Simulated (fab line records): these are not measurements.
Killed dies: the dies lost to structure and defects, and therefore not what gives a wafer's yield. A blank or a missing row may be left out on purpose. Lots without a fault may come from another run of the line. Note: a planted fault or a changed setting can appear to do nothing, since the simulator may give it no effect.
fab line records    flow sky130
record: lots: 24  wafers: 72  lastDay: 50
route steps=708 shown METAL2@502 VIA2@522 VIA3@575 CAP2M@607 METAL4@629
lots that met no fault: from a run of the same line without faults
startH: start of the lot's first displayed wafer, in hours after the record's first day    waitH: hours since the lot's step before    " the same as in the row above    L1.1+2: a row that stands for several wafers    - no value, or no start was given    * or withheld: withheld    < > ~ a bound
route shown NAME@n: NAME is a module with steps in the file, n the number in the route of the first one    usual: average and standard deviation across the fault-free wafers    same: alike in all rows    chamber/n: place in a boat    sites: readings site by site    _std_site: standard deviation across them    _edge_site: mean of outer sites minus mean of inner sites    radiusMm: for every site, how far away it sits from the centre of the wafer    mask NAME#n: copy n    behind: tool/chamber where the wafer was last shaped    hold: the reason the lot was held/the length of the hold in hours/how it ended    device: names the non-switching transistor (n, p or np)    end of line: the tests these same wafers got at the end of their route    a step with no rows: only its recipe    killed: not the wafer's yield, but the dies lost to structure and defects at the first sort    map: a wafer's dies, marking killed ones x, the rest . and places with no die _
set.NAME: the run value of the setting; set.NAME@STEP: its run value at that earlier step    model.NAME: the simulator's own value behind a step, which no gauge read
the route's steps for a sample of lots (tables are steps, rows are wafers)
services: when a tool's chamber went out of use (startH, in hours from the record's first day, below 0 if earlier), for how many hours, and the reason
== steps ==
step: SKY_METAL2_METAL_ETCH_19
recipe: targetDepthA: 3600  stopOn: SiO2  overEtchFrac: 0.3  timeS: 78  chemistry: Cl2/BCl3  resistSidewallDeg: 88  pressureMtorr: 10  icpW: 900  biasW: 48.5  Cl2_flow_sccm: 60  bcl3FlowSccm: 30
usual: drypumpMotorCurrentA: 5.6/0.33  heBacksideLeakSccm: 3.33/0.21  oesProductAu: 0.855/0.0053  throttleValvePct: 22.264/0.0095
lot.wafer  tool         chamber  startH  waitH  drypumpMotorCurrentA  heBacksideLeakSccm  oesProductAu  rfHoursCounterH  throttleValvePct
L074.1     rieMetal-04  0        825.64  0.0    6.0                   3.70                0.854         14               22.269
L074.5     "            0        "       "      6.0                   3.58                0.860         -                22.262
L074.6     "            1        "       "      5.6                   3.65                0.849         -                22.280
L075.2     rieMetal-01  1        825.99  0.0    5.1                   3.06                0.849         5                22.260
L075.3     "            0        "       "      5.5                   2.91                0.850         -                22.268
L075.5     "            0        "       "      5.5                   3.04                0.852         -                22.270
L076.1     rieMetal-01  1        832.30  0.0    5.1                   3.20                0.856         5                22.278
L076.5     "            1        "       "      5.1                   3.17                0.854         -                22.276
L076.6     "            0        "       "      5.5                   3.35                0.858         -                22.243
L077.1     rieMetal-01  1        838.80  0.0    5.1                   3.29                0.859         5                22.265
L077.2     "            0        "       "      5.5                   3.18                0.855         13               22.267
L077.5     "            0        "       "      5.5                   3.37                0.861         -                22.263
L078.1     rieMetal-01  0        845.99  0.0    5.5                   3.11                0.858         13               22.257
L078.5     "            0        "       "      5.5                   2.96                0.858         -                22.256
L078.6     "            1        "       "      5.1                   2.87                0.856         -                22.260
L079.2     rieMetal-01  0        854.94  0.0    5.5                   3.18                0.865         14               22.270
L079.3     "            0        "       "      5.5                   3.23                0.854         -                22.278
L079.6     "            0        "       "      5.5                   3.26                0.849         -                22.250
L080.1     rieMetal-02  1        861.04  0.0    5.7                   3.61                0.847         13               22.284
L080.5     "            0        "       "      6.2                   3.18                0.846         -                22.260
L080.6     "            1        "       "      5.7                   3.45                0.846         -                22.277
L081.2     rieMetal-04  1        877.28  0.0    5.6                   3.42                0.858         6                22.267
L081.3     "            0        "       "      5.9                   3.40                0.853         -                22.268
L081.6     "            1        "       "      5.6                   3.40                0.853         -                22.249
L082.1     rieMetal-01  0        883.45  0.0    5.5                   3.34                0.856         15               22.278
L082.5     "            1        "       "      5.1                   3.07                0.854         -                22.268
L082.6     "            0        "       "      5.5                   3.24                0.856         -                22.263
L084.4     rieMetal-04  1        898.38  0.1    5.6                   3.34                0.855         -                22.265
L084.5     "            0        "       "      6.0                   3.49                0.862         -                22.259
L084.6     "            1        "       "      5.6                   3.37                0.854         -                22.259
L083.1     rieMetal-02  0        899.64  0.0    6.2                   3.22                0.853         8                22.243
L083.2     "            1        "       "      5.7                   3.49                0.855         15               22.257
L083.4     "            1        "       "      5.7                   3.43                0.856         -                22.287
L086.1     rieMetal-01  0        924.45  0.0    5.5                   3.04                0.848         17               22.249
L086.2     "            1        "       "      5.1                   3.20                0.853         10               22.261
L086.6     "            0        "       "      5.5                   3.25                0.850         -                22.255
L085.1     rieMetal-02  0        927.54  0.0    6.2                   3.27                0.856         9                22.264
L085.3     "            0        "       "      6.2                   3.03                0.849         -                22.266
L085.6     "            1        "       "      5.7                   3.28                0.854         -                22.260
L088.2     rieMetal-01  1        943.30  0.0    5.1                   3.18                0.863         11               22.266
L088.5     "            0        "       "      5.5                   3.43                0.851         -                22.282
L088.6     "            1        "       "      5.1                   2.85                0.855         -                22.270
L087.3     rieMetal-04  1        944.51  0.1    5.6                   3.43                0.860         -                22.255
L087.5     "            1        "       "      5.6                   3.51                0.846         -                22.244
L087.6     "            0        "       "      6.0                   3.64                0.860         -                22.257
L089.1     rieMetal-04  1        946.88  0.0    5.6                   3.34                0.862         11               22.254
L089.3     "            0        "       "      6.0                   3.66                0.855         -                22.279
L089.5     "            1        "       "      5.6                   3.36                0.860         -                22.262
L090.1     rieMetal-04  0        954.54  0.0    6.0                   3.54                0.857         2                22.268
L090.2     "            1        "       "      5.6                   3.55                0.849         11               22.266
L090.4     "            0        "       "      6.0                   3.70                0.855         -                22.272
L091.1     rieMetal-02  0        958.63  0.0    6.2                   3.58                0.858         11               22.264
L091.3     "            1        "       "      5.7                   3.44                0.858         -                22.259
L091.6     "            0        "       "      6.1                   3.36                0.850         -                22.259
L092.1     rieMetal-04  0        959.58  0.0    6.0                   3.49                0.854         2                22.259
L092.2     "            1        "       "      5.5                   3.53                0.857         11               22.261
L092.6     "            1        "       "      5.6                   3.48                0.864         -                22.278
L093.1     rieMetal-01  1        965.90  0.0    5.1                   3.38                0.866         12               22.284
L093.2     "            0        "       "      5.5                   3.25                0.862         19               22.263
L093.3     "            1        "       "      5.1                   2.98                0.858         -                22.265
L094.4     rieMetal-04  0        968.01  0.1    6.0                   3.52                0.861         -                22.249
L094.5     "            0        "       "      6.0                   3.44                0.858         -                22.272
L094.6     "            1        "       "      5.6                   3.47                0.846         -                22.260
L095.2     rieMetal-01  1        971.13  0.0    5.1                   3.16                0.849         12               22.265
L095.4     "            1        "       "      5.1                   2.89                0.850         -                22.271
L095.6     "            1        "       "      5.1                   3.04                0.862         -                22.268
L096.1     rieMetal-04  0        983.04  0.0    6.0                   3.57                0.856         3                22.250
L096.4     "            0        "       "      6.0                   3.49                0.851         -                22.272
L096.6     "            0        "       "      5.9                   3.49                0.851         -                22.277
L097.3     rieMetal-04  0        989.23  0.1    6.0                   3.51                0.855         -                22.262
L097.5     "            0        "       "      6.0                   3.55                0.854         -                22.263
L097.6     "            1        "       "      5.6                   3.55                0.858         -                22.262
step: SKY_VIA2_ETCH_15
recipe: target: SiO2  chemistry: C4F8/O2/Ar  targetDepthNm: 546  stopOn: TiN  maskMaterial: KrF-thick  sourceW: 1500  biasW: 1200  pressureMtorr: 40  c4f8FlowSccm: withheld  O2_flow_sccm: 6  Ar_flow_sccm: 300  timeS: 84
usual: oesProductAu: 0.940/0.0049
lot.wafer  tool        chamber  startH   waitH  oesProductAu  rfHoursCounterH
L074.1     rieDiel-03  3        853.64   0.0    0.933         5
L074.5     "           2        "        "      0.943         -
L074.6     "           3        "        "      0.938         -
L075.2     rieDiel-02  2        853.77   0.0    0.939         7
L075.3     "           1        "        "      0.941         4
L075.5     "           2        "        "      0.937         -
L076.1     rieDiel-02  1        859.59   0.0    0.944         4
L076.5     "           1        "        "      0.942         -
L076.6     "           3        "        "      0.938         -
L077.1     rieDiel-02  1        866.42   0.0    0.939         4
L077.2     "           3        "        "      0.939         6
L077.5     "           1        "        "      0.942         -
L078.1     rieDiel-03  2        873.34   0.0    0.941         2
L078.5     "           3        "        "      0.935         -
L078.6     "           0        "        "      0.938         -
L079.2     rieDiel-03  2        882.44   0.0    0.934         2
L079.3     "           1        "        "      0.942         22
L079.6     "           1        "        "      0.936         -
L080.1     rieDiel-02  2        888.34   0.0    0.939         7
L080.5     "           2        "        "      0.936         -
L080.6     "           1        "        "      0.935         -
L081.2     rieDiel-04  1        903.99   0.0    0.946         5
L081.3     "           3        "        "      0.945         4
L081.6     "           2        "        "      0.936         -
L082.1     rieDiel-02  1        910.63   0.0    0.946         5
L082.5     "           1        "        "      0.941         -
L082.6     "           2        "        "      0.938         -
L084.4     rieDiel-03  1        925.34   0.0    0.929         23
L084.5     "           2        "        "      0.944         -
L084.6     "           1        "        "      0.936         -
L083.1     rieDiel-04  0        926.04   0.0    0.938         9
L083.2     "           1        "        "      0.934         6
L083.4     "           2        "        "      0.936         -
L086.1     rieDiel-02  2        950.59   0.0    0.950         9
L086.2     "           3        "        "      0.942         8
L086.6     "           0        "        "      0.939         -
L085.1     rieDiel-02  0        953.74   0.0    0.944         15
L085.3     "           2        "        "      0.928         9
L085.6     "           2        "        "      0.938         -
L088.2     rieDiel-03  2        969.34   0.0    0.941         5
L088.5     "           0        "        "      0.938         -
L088.6     "           1        "        "      0.946         -
L087.3     rieDiel-04  2        970.64   0.0    0.945         20
L087.5     "           3        "        "      0.942         -
L087.6     "           0        "        "      0.941         -
L089.1     rieDiel-03  3        972.19   0.0    0.943         8
L089.3     "           2        "        "      0.938         5
L089.5     "           1        "        "      0.943         -
L090.1     rieDiel-04  3        980.19   0.0    0.942         6
L090.2     "           2        "        "      0.940         21
L090.4     "           1        "        "      0.940         7
L091.1     rieDiel-02  1        983.84   0.0    0.944         7
L091.3     "           2        "        "      0.938         10
L091.6     "           2        "        "      0.941         -
L092.1     rieDiel-03  1        985.54   0.0    0.933         26
L092.2     "           2        "        "      0.944         6
L092.6     "           3        "        "      0.937         -
L093.1     rieDiel-03  3        991.69   0.0    0.941         9
L093.2     "           0        "        "      0.942         13
L093.3     "           2        "        "      0.929         6
L094.4     rieDiel-02  2        993.44   0.0    0.942         11
L094.5     "           2        "        "      0.935         -
L094.6     "           3        "        "      0.930         -
L095.2     rieDiel-04  2        996.23   0.0    0.934         21
L095.4     "           1        "        "      0.935         8
L095.6     "           3        "        "      0.944         -
L096.1     rieDiel-04  3        1007.94  0.0    0.941         7
L096.4     "           2        "        "      0.942         22
L096.6     "           3        "        "      0.938         -
L097.3     rieDiel-03  2        1013.48  0.0    0.946         7
L097.5     "           1        "        "      0.939         -
L097.6     "           2        "        "      0.940         -
step: SKY_VIA3_CMP_02
recipe: material: SiO2  downForcePsi: 4  platenRpm: 60  padVelocityMS: 0.94248
usual: motorCurrentA: 12.8/0.92
lot.wafer  tool    chamber  startH   waitH  motorCurrentA
L074.1     cmp-02  2        908.92   0.1    12.7
L074.5     "       1        "        "      13.5
L074.6     "       2        "        "      12.4
L075.2     cmp-02  0        909.33   0.0    12.1
L075.3     "       1        "        "      14.2
L075.5     "       0        "        "      12.1
L076.1     cmp-02  2        914.03   0.1    12.8
L076.5     "       0        "        "      12.5
L076.6     "       1        "        "      13.7
L077.1     cmp-02  2        921.24   0.1    13.8
L077.2     "       3        "        "      11.7
L077.5     "       1        "        "      13.5
L078.1     cmp-01  0        928.08   0.1    12.4
L078.6     "       3        "        "      15.5
L078.5     "       0        "        "      12.0
L079.3     cmp-02  2        937.16   0.0    12.5
L079.2     "       1        "        "      13.0
L079.6     "       2        "        "      13.1
L080.1     cmp-02  1        943.14   0.1    13.6
L080.5     "       1        "        "      13.4
L080.6     "       2        "        "      12.6
L081.3     cmp-02  3        958.98   0.1    11.6
L081.2     "       1        "        "      14.2
L081.6     "       2        "        "      12.5
L082.1     cmp-02  0        964.95   0.1    13.1
L082.6     "       2        "        "      12.2
L082.5     "       3        "        "      11.8
L083.4     cmp-01  2        977.89   0.0    12.2
L083.2     "       0        "        "      13.0
L083.1     "       1        "        "      12.9
L084.4     cmp-02  3        977.92   0.1    11.3
L084.6     "       2        "        "      12.8
L084.5     "       3        "        "      12.1
L086.2     cmp-01  0        1003.03  0.2    12.6
L086.1     "       3        "        "      14.9
L086.6     "       0        "        "      12.3
L085.1     cmp-01  3        1005.43  0.1    14.1
L085.3     "       1        "        "      12.3
L085.6     "       3        "        "      15.2
L088.2     cmp-01  3        1020.19  0.2    15.1
L088.6     "       0        "        "      13.3
L088.5     "       1        "        "      13.0
L087.3     cmp-02  0        1021.13  0.0    13.0
L087.6     "       0        "        "      12.0
L087.5     "       1        "        "      14.0
L089.1     cmp-02  0        1023.13  0.1    12.0
L089.3     "       1        "        "      13.7
L089.5     "       2        "        "      13.0
L090.4     cmp-02  2        1029.40  0.0    12.8
L090.1     "       3        "        "      12.1
L090.2     "       0        "        "      11.6
L091.3     cmp-02  1        1033.58  0.0    14.1
L091.1     "       3        "        "      11.8
L091.6     "       2        "        "      12.9
L092.1     cmp-01  3        1034.98  0.1    14.2
L092.2     "       1        "        "      12.7
L092.6     "       0        "        "      12.9
L093.2     cmp-01  0        1041.67  0.1    12.0
L093.1     "       1        "        "      12.9
L093.3     "       2        "        "      12.4
L094.4     cmp-01  2        1042.64  0.2    12.3
L094.5     "       3        "        "      14.2
L094.6     "       0        "        "      12.3
L095.4     cmp-01  0        1045.67  0.0    12.6
L095.2     "       3        "        "      14.7
L095.6     "       1        "        "      13.5
L096.4     cmp-02  2        1057.72  0.1    12.8
L096.1     "       3        "        "      11.6
L096.6     "       1        "        "      14.1
L097.3     cmp-02  3        1061.79  0.1    11.3
L097.5     "       2        "        "      12.8
L097.6     "       3        "        "      12.1
step: SKY_CAP2M_THK_MEAS_04
recipe: thkMeasGauge: xrf  reads: TiN_of_CAP2M_SPUTTER_02
usual: CAP2M_TIN_THK: 200.3/2.3
lot.wafer  tool          chamber  startH   waitH  CAP2M_TIN_THK[nm]
L074.1     filmMetro-02  -        936.86   0.1    203.1
L074.5     "             -        "        "      201.3
L074.6     "             -        "        "      202.3
L075.2     filmMetro-03  -        937.24   0.1    197.0
L075.3     "             -        "        "      199.2
L075.5     "             -        "        "      197.8
L076.1     filmMetro-04  -        940.89   0.1    196.2
L076.5     "             -        "        "      197.7
L076.6     "             -        "        "      195.4
L077.1     filmMetro-04  -        948.82   0.1    201.4
L077.2     "             -        "        "      198.7
L077.5     "             -        "        "      199.6
L078.1     filmMetro-04  -        954.97   0.1    199.3
L078.5     "             -        "        "      199.6
L078.6     "             -        "        "      200.0
L079.2     filmMetro-03  -        964.98   0.1    199.8
L079.3     "             -        "        "      200.6
L079.6     "             -        "        "      198.7
L080.1     filmMetro-02  -        970.25   0.1    202.1
L080.5     "             -        "        "      201.1
L080.6     "             -        "        "      202.2
L081.2     filmMetro-02  -        984.98   0.1    202.7
L081.3     "             -        "        "      203.5
L081.6     "             -        "        "      203.8
L082.1     filmMetro-02  -        990.85   0.1    198.6
L082.5     "             -        "        "      198.9
L082.6     "             -        "        "      199.7
L084.4     filmMetro-02  -        1003.09  0.1    203.3
L084.5     "             -        "        "      198.4
L084.6     "             -        "        "      202.9
L083.1     filmMetro-03  -        1003.51  0.1    201.6
L083.2     "             -        "        "      199.7
L083.4     "             -        "        "      202.0
L086.1     filmMetro-02  -        1027.77  0.1    196.8
L086.2     "             -        "        "      198.0
L086.6     "             -        "        "      200.1
L085.1     filmMetro-03  -        1030.93  0.1    200.9
L085.3     "             -        "        "      203.3
L085.6     "             -        "        "      203.5
L088.2     filmMetro-04  -        1044.53  0.1    197.9
L088.5     "             -        "        "      197.4
L088.6     "             -        "        "      196.4
L087.3     filmMetro-04  -        1045.84  0.1    201.4
L087.5     "             -        "        "      199.7
L087.6     "             -        "        "      198.4
L089.1     filmMetro-04  -        1048.44  0.1    200.4
L089.3     "             -        "        "      201.3
L089.5     "             -        "        "      198.3
L090.1     filmMetro-02  -        1054.28  0.1    201.4
L090.2     "             -        "        "      201.4
L090.4     "             -        "        "      200.0
L091.1     filmMetro-04  -        1059.03  0.1    201.0
L091.3     "             -        "        "      203.4
L091.6     "             -        "        "      200.1
L092.1     filmMetro-02  -        1059.60  0.1    201.9
L092.2     "             -        "        "      202.8
L092.6     "             -        "        "      199.9
L093.1     filmMetro-03  -        1066.14  0.1    201.4
L093.2     "             -        "        "      202.8
L093.3     "             -        "        "      202.4
L094.4     filmMetro-04  -        1067.02  0.1    200.1
L094.5     "             -        "        "      201.5
L094.6     "             -        "        "      200.2
L095.2     filmMetro-04  -        1069.47  0.1    198.9
L095.4     "             -        "        "      199.4
L095.6     "             -        "        "      198.2
L096.1     filmMetro-02  -        1081.63  0.1    199.8
L096.4     "             -        "        "      198.6
L096.6     "             -        "        "      198.8
L097.3     filmMetro-04  -        1091.70  0.1    202.5
L097.5     "             -        "        "      202.3
L097.6     "             -        "        "      202.6
step: SKY_METAL4_CD_MEAS_13
recipe: targetCdNm: 300
usual: cdNm: 300.0/1.4
lot.wafer  tool      chamber  startH   waitH  cdNm
L074.1     cdSem-01  -        985.99   -      298.0
L074.5     "         -        "        "      297.8
L074.6     "         -        "        "      297.9
L075.2     cdSem-01  -        986.61   -      297.7
L075.3     "         -        "        "      297.9
L075.5     "         -        "        "      297.7
L076.1     cdSem-02  -        989.89   -      298.7
L076.5     "         -        "        "      298.4
L076.6     "         -        "        "      299.6
L077.1     cdSem-01  -        996.59   -      298.8
L077.2     "         -        "        "      298.1
L077.5     "         -        "        "      298.7
L078.1     cdSem-02  -        1003.39  -      301.0
L078.5     "         -        "        "      300.8
L078.6     "         -        "        "      301.2
L079.2     cdSem-02  -        1012.01  -      299.9
L079.3     "         -        "        "      301.1
L079.6     "         -        "        "      301.6
L080.1     cdSem-02  -        1017.34  -      299.6
L080.5     "         -        "        "      301.4
L080.6     "         -        "        "      299.3
L081.2     cdSem-02  -        1030.91  -      298.8
L081.3     "         -        "        "      299.9
L081.6     "         -        "        "      298.5
L082.1     cdSem-01  -        1037.80  -      299.4
L082.5     "         -        "        "      299.5
L082.6     "         -        "        "      301.2
L084.4     cdSem-01  -        1049.11  -      298.7
L084.5     "         -        "        "      298.1
L084.6     "         -        "        "      297.9
L083.1     cdSem-02  -        1049.79  -      301.9
L083.2     "         -        "        "      300.9
L083.4     "         -        "        "      302.1
L086.1     cdSem-02  -        1071.89  -      299.1
L086.2     "         -        "        "      297.7
L086.6     "         -        "        "      297.8
L085.1     cdSem-01  -        1075.64  -      301.5
L085.3     "         -        "        "      300.3
L085.6     "         -        "        "      302.1
L088.2     cdSem-01  -        1087.06  -      300.4
L088.5     "         -        "        "      299.6
L088.6     "         -        "        "      300.8
L087.3     cdSem-02  -        1089.39  -      300.0
L087.5     "         -        "        "      299.6
L087.6     "         -        "        "      300.4
L089.1     cdSem-02  -        1092.29  -      300.4
L089.3     "         -        "        "      299.6
L089.5     "         -        "        "      298.7
L090.1     cdSem-01  -        1096.50  -      299.2
L090.2     "         -        "        "      299.6
L090.4     "         -        "        "      299.4
L091.1     cdSem-01  -        1100.70  -      302.1
L091.3     "         -        "        "      300.8
L091.6     "         -        "        "      300.9
L092.1     cdSem-02  -        1102.15  -      301.2
L092.2     "         -        "        "      300.4
L092.6     "         -        "        "      300.8
L093.1     cdSem-02  -        1108.24  -      299.0
L093.2     "         -        "        "      300.1
L093.3     "         -        "        "      300.3
L094.4     cdSem-02  -        1108.75  -      302.4
L094.5     "         -        "        "      301.6
L094.6     "         -        "        "      300.9
L095.2     cdSem-02  -        1110.77  -      299.4
L095.4     "         -        "        "      301.0
L095.6     "         -        "        "      301.9
L096.1     cdSem-01  -        1122.35  -      299.7
L096.4     "         -        "        "      298.4
L096.6     "         -        "        "      301.3
L097.3     cdSem-02  -        1131.39  -      302.0
L097.5     "         -        "        "      302.6
L097.6     "         -        "        "      302.7
step: SKY_METAL4_ETCH_16
recipe: chemistry: N2/H2  target: BARC  ionEnergyEv: 200  biasW: 100  pressureMtorr: 30  n2FlowSccm: 100  h2FlowSccm: 200  icpW: 500  stopOn: SiO2  timeS: 88.2  targetDepthA: 600
usual: drypumpMotorCurrentA: 5.7/0.36  heBacksideLeakSccm: 3.37/0.18  oesProductAu: 0.626/0.0048  throttleValvePct: 13.204/0.0096
lot.wafer  tool         chamber  startH   waitH  drypumpMotorCurrentA  heBacksideLeakSccm  oesProductAu  rfHoursCounterH  throttleValvePct
L074.1     rieMetal-01  1        986.18   0.0    5.1                   3.24                0.629         13               13.212
L074.5     "            0        "        "      5.5                   3.52                0.627         -                13.204
L074.6     "            1        "        "      5.1                   3.12                0.624         -                13.210
L075.2     rieMetal-04  0        986.78   0.0    6.0                   3.44                0.625         3                13.205
L075.3     "            0        "        "      6.0                   3.41                0.630         -                13.205
L075.5     "            0        "        "      6.0                   3.28                0.627         -                13.189
L076.1     rieMetal-02  0        990.11   0.1    6.2                   3.22                0.617         12               13.209
L076.5     "            0        "        "      6.2                   3.38                0.624         -                13.194
L076.6     "            0        "        "      6.2                   3.41                0.622         -                13.203
L077.1     rieMetal-04  1        996.78   0.0    5.6                   3.52                0.619         13               13.193
L077.2     "            0        "        "      6.0                   3.41                0.625         4                13.193
L077.5     "            0        "        "      6.0                   3.22                0.624         -                13.200
L078.1     rieMetal-01  1        1003.58  0.0    5.1                   3.07                0.626         14               13.201
L078.5     "            1        "        "      5.1                   3.10                0.626         -                13.196
L078.6     "            0        "        "      5.5                   3.21                0.620         -                13.207
L079.2     rieMetal-02  0        1012.18  0.0    6.1                   3.40                0.621         14               13.193
L079.3     "            1        "        "      5.7                   3.50                0.621         -                13.198
L079.6     "            1        "        "      5.7                   3.46                0.626         -                13.189
L080.1     rieMetal-04  0        1017.53  0.0    6.0                   3.46                0.623         5                13.193
L080.5     "            0        "        "      6.0                   3.50                0.631         -                13.189
L080.6     "            1        "        "      5.6                   3.46                0.620         -                13.208
L081.2     rieMetal-01  1        1031.14  0.1    5.1                   3.02                0.633         -                13.207
L081.3     "            1        "        "      5.1                   3.21                0.627         -                13.205
L081.6     "            1        "        "      5.1                   3.13                0.628         -                13.203
L082.1     rieMetal-02  0        1037.98  0.0    6.2                   3.15                0.624         16               13.226
L082.5     "            0        "        "      6.2                   3.24                0.619         -                13.202
L082.6     "            1        "        "      5.7                   3.46                0.623         -                13.223
L084.4     rieMetal-04  0        1049.27  0.0    6.0                   3.30                0.625         -                13.204
L084.5     "            0        "        "      6.0                   3.42                0.634         -                13.214
L084.6     "            1        "        "      5.6                   3.60                0.624         -                13.211
L083.1     rieMetal-01  0        1049.98  0.0    5.5                   3.40                0.627         0                13.206
L083.2     "            1        "        "      5.1                   2.88                0.621         18               13.218
L083.4     "            1        "        "      5.1                   2.94                0.631         -                13.209
L086.1     rieMetal-04  1        1072.08  0.0    5.6                   3.50                0.625         18               13.208
L086.2     "            0        "        "      6.0                   3.56                0.622         9                13.199
L086.6     "            1        "        "      5.6                   3.45                0.626         -                13.201
L085.1     rieMetal-01  0        1075.83  0.0    5.5                   3.42                0.625         1                13.196
L085.3     "            1        "        "      5.1                   3.26                0.612         -                13.231
L085.6     "            1        "        "      5.1                   3.14                0.621         -                13.190
L088.2     rieMetal-02  1        1087.23  0.0    5.7                   3.44                0.624         6                13.196
L088.5     "            1        "        "      5.7                   3.51                0.633         -                13.197
L088.6     "            0        "        "      6.2                   3.52                0.620         -                13.202
L087.3     rieMetal-02  0        1089.57  0.0    6.1                   3.24                0.642         -                13.215
L087.5     "            0        "        "      6.2                   3.30                0.620         -                13.203
L087.6     "            1        "        "      5.7                   3.38                0.612         -                13.199
L089.1     rieMetal-01  0        1092.48  0.0    5.5                   3.25                0.620         3                13.196
L089.3     "            0        "        "      5.5                   3.34                0.633         -                13.190
L089.5     "            1        "        "      5.1                   2.99                0.627         -                13.190
L090.1     rieMetal-04  0        1096.74  0.1    6.0                   3.43                0.627         12               13.208
L090.2     "            0        "        "      6.0                   3.64                0.618         -                13.205
L090.4     "            0        "        "      6.0                   3.42                0.624         -                13.213
L091.1     rieMetal-04  0        1100.92  0.1    6.0                   3.58                0.623         12               13.214
L091.3     "            0        "        "      6.0                   3.56                0.620         -                13.210
L091.6     "            0        "        "      6.0                   3.62                0.630         -                13.212
L092.1     rieMetal-01  1        1102.33  0.0    5.1                   2.98                0.620         21               13.196
L092.2     "            0        "        "      5.5                   3.08                0.622         4                13.193
L092.6     "            0        "        "      5.5                   3.15                0.626         -                13.200
L093.1     rieMetal-04  0        1108.43  0.0    6.0                   3.42                0.624         12               13.211
L093.2     "            1        "        "      5.6                   3.58                0.626         19               13.202
L093.3     "            0        "        "      6.0                   3.50                0.627         -                13.214
L094.4     rieMetal-02  0        1108.91  0.0    6.2                   3.43                0.622         -                13.190
L094.5     "            1        "        "      5.7                   3.53                0.627         -                13.222
L094.6     "            0        "        "      6.2                   3.28                0.624         -                13.211
L095.2     rieMetal-04  0        1110.93  0.0    6.0                   3.68                0.629         13               13.209
L095.4     "            1        "        "      5.6                   3.51                0.621         -                13.211
L095.6     "            1        "        "      5.6                   3.54                0.630         -                13.212
L096.1     rieMetal-02  0        1122.53  0.0    6.2                   3.09                0.639         21               13.214
L096.4     "            1        "        "      5.7                   3.43                0.625         -                13.189
L096.6     "            0        "        "      6.1                   3.27                0.618         -                13.204
L097.3     rieMetal-02  0        1131.57  0.0    6.2                   3.59                0.633         -                13.221
L097.5     "            1        "        "      5.7                   3.52                0.628         -                13.199
L097.6     "            0        "        "      6.2                   3.44                0.627         -                13.213
== services ==
tool         chamber  startH   hours  kind
rieMetal-01  -        802.08   1.4    pm
rieDiel-03   2        820.41   4.9    repair
rieDiel-02   3        822.54   3.8    repair
rieDiel-03   1        824.65   1.3    repair
rieMetal-02  -        834.34   14.6   pm
cmp-02       -        845.56   1.7    repair
cmp-01       -        863.16   3.6    pm
cmp-02       -        873.21   6.1    pm
cmp-01       -        879.30   8.8    pm
rieDiel-02   0        891.27   9.9    repair
cmp-02       -        925.73   2.8    repair
rieMetal-01  0        967.17   1.6    repair
cmp-02       -        971.07   0.4    repair
rieMetal-01  1        983.21   1.8    repair
cmp-02       -        1002.41  6.0    pm
cmp-02       -        1025.82  1.8    repair
cmp-02       -        1038.76  1.8    repair
rieMetal-04  -        1049.55  1.4    repair
rieMetal-02  0        1058.78  15.6   repair
rieMetal-04  1        1083.81  20.9   repair
cmp-02       -        1084.27  4.0    pm
cmp-02       -        1099.61  0.4    repair
rieMetal-01  1        1099.84  1.6    repair
cmp-02       -        1112.37  11.1   pm
== key ==
fault none
